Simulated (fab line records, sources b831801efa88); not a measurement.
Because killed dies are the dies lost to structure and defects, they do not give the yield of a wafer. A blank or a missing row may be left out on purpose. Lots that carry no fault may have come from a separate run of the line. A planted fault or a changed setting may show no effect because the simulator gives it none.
Problem report in the 8D (eight disciplines) form, filled by code / flow sky130 / the parts of the form that need people (team, actions taken, sign-off) are left out

1. WHAT IS WRONG
oesProductAu at SKY_SONOS_ONO_ETCH_15 reads a mean of 0.900 a.u. on 6 wafers of 2 lots; wafers without a fault read 1.002 a.u. with a standard deviation of 0.0075. That is -14 standard deviations from the usual mean.
The step: etches the open film in CHF3/O2, target depth 19.52 nm, time 7.8 s.
First seen on wafer L104.2, day 17 11:44, on rieDiel-02. The record has a number at this step for 18 wafers belonging to 6 lots. Rule for "out", or "out of limits": more than 4 standard deviations from the usual mean. The rest of the wafers with a number are treated as sound.

2. WHAT IT IS, WHAT IT ISN'T
question=which readings at this step | is=oesProductAu | is not=O2_flow_sccm, biasW, drypumpMotorCurrentA, rfFwdPowerW
question=which lots | is=L104, L106 | is not=L110, L113, L991, L995
question=which wafers of those lots | is=all that have a number | is not=-
question=read on which tools | is=rieDiel-02 | is not=rieDiel-04
question=when | is=from day 17 11:44 | is not=up to then (6 sound wafers); but 6 sound wafers of L110, L113 came after

3. WHAT RULES OUT EACH SUSPECT
Counting: any tool at a process step up to the reading is kept as a suspect provided that every lot that is out went through it and no sound lot did after the first of them.
- rieDiel-02 at SKY_SONOS_ONO_ETCH_15 (etches the open film in CHF3/O2, target depth 19.52 nm, time 7.8 s): ruled out as a lasting fault. Sound lots L113 ran on it after its first lot that is out, L104 (day 17 11:44).
Left after counting: nothing in the record.

4. THE CAUSE (what the simulator had put in)
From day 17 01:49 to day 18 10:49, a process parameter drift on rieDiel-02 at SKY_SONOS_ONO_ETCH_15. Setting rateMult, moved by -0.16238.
Counting ruled it out, wrongly.

5. SEQUENCE OF EFFECTS, ordered by route
Each row: a reading whose mean over the struck wafers that have a number lies more than 3 standard deviations from the usual. Readings are gone through only where the record gives a usual standard deviation; hours: the median, over the lots, of the time from a lot's start at the first step in this table giving one to that lot's start at this step; sigmas: the change measured in usual standard deviations.
hours=0; step=SKY_SONOS_ONO_ETCH_15; reading=oesProductAu; usual=1.002 a.u.; on struck wafers=0.900; change=-0.102; sigmas=-14
The process steps in it:
- SKY_SONOS_ONO_ETCH_15: etches the open film in CHF3/O2, target depth 19.52 nm, time 7.8 s.

6. WHAT WOULD HAVE CAUGHT IT SOONER
In this record no reading fell out of limits until day 17 11:44, 10 hours after the fault had begun at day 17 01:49.
